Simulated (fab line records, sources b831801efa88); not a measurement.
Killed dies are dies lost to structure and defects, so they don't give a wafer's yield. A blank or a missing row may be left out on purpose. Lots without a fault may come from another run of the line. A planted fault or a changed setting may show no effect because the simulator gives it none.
A struck lot beside a sound one | flow gf180mcu | 15 steps out of a route of 602
Sound: wafers L136.3, L136.4, L136.5. Struck: wafer L151.4. (L151.2, L151.3 of the same lot were not struck and are left out.) The cause comes at the end.
At each step with rows: each side's tool, then ch and its chambers, then its first start. Under that, the readings that differ: sound wafers | struck wafers | difference of the means | sigmas: that difference in standard deviations of wafers without a fault.
alike: readings whose means differ by less than 2 such deviations, and words and numbers that are the same on both sides. not compared: withheld readings, readings that some wafer has no value for, bounds like >300 that may hide the same value, and numbers for which the record gives no deviation and whose values overlap.
The two part at a step that has a row with sigmas, a row that says differs or no value, or rows on one side only. Numbers that don't overlap but have no deviation are shown without sigmas and don't part them. A reading that every wafer of one side lacks parts them only if that side has two wafers or more.

first, 5 steps without rows for these wafers: GF_V2_COAT_09 (resist thk 1000 nm); GF_V2_SOFTBAKE_10 (time 60 s); GF_V2_EXPOSE_11 (exposes mask Via2, target cd 260 nm); GF_V2_PEB_12 (peb time 90 s); GF_V2_DEVELOP_13 (develop time 60 s).
GF_V2_CD_MEAS_14: target cd 260 nm.
  sound on cd_sem-02, day 22 16:41; struck on cd_sem-02, day 27 09:43
  alike: cd_nm
GF_V2_OVL_MEAS_15:
  sound on overlay-01, day 22 16:47; struck on overlay-01, day 27 09:49
  alike: V2_OVL
GF_V2_ETCH_16: etches BARC in N2/H2.
  sound on rie_diel-02 ch 0,3, day 22 16:48; struck on rie_diel-02 ch 0, day 27 09:51
  alike: bias_w, drypump_motor_current_A, oes_product_au, throttle_valve_pct
GF_V2_ETCH_17: etches SiO2 in C4F8/O2/Ar, stops on TiN, target depth 630 nm.
  sound on rie_diel-02 ch 0,3; struck on rie_diel-02 ch 0
  alike: bias_w, oes_product_au
GF_V2_STRIP_18: strips in O2/N2.
  sound on plasma_asher-02 ch 0,1, day 22 16:58; struck on plasma_asher-02 ch 1, day 27 09:59
  alike: drypump_motor_current_A, heater_power_w, o2_flow_sccm, oes_product_au
  not compared: rf_hours_counter_h
then, 2 steps without rows for these wafers: GF_V2_STRIP_19 (strips in post etch residue remover, time 1200 s); GF_V2_CLEAN_20 (cleans in DIW).
GF_V2_SPUTTER_21: material Ti, target thk 15 nm, time 80.02 s.
  sound on pvd_sputter-04, day 22 17:28; struck on pvd_sputter-01, day 27 10:31
  reading                               | sound             | struck | difference | sigmas
  model.Ti_of_V2_SPUTTER_21.thk_nm (nm) | 14.85 15.06 14.97 | 27.97  | +13.01     |
  alike: throttle_valve_pct
GF_V2_SPUTTER_22: material TiN, target thk 10 nm, time 40 s.
  sound on pvd_sputter-04, day 22 17:32; struck on pvd_sputter-01, day 27 10:35
  alike: throttle_valve_pct
GF_PASSIVATION_PROBE_99:
  the record has rows for the sound wafers here (prober-01, day 30 21:02) and none for the struck ones

WHERE THEY PART
Only at GF_PASSIVATION_PROBE_99, within this record.

WHY: what the simulator had put in
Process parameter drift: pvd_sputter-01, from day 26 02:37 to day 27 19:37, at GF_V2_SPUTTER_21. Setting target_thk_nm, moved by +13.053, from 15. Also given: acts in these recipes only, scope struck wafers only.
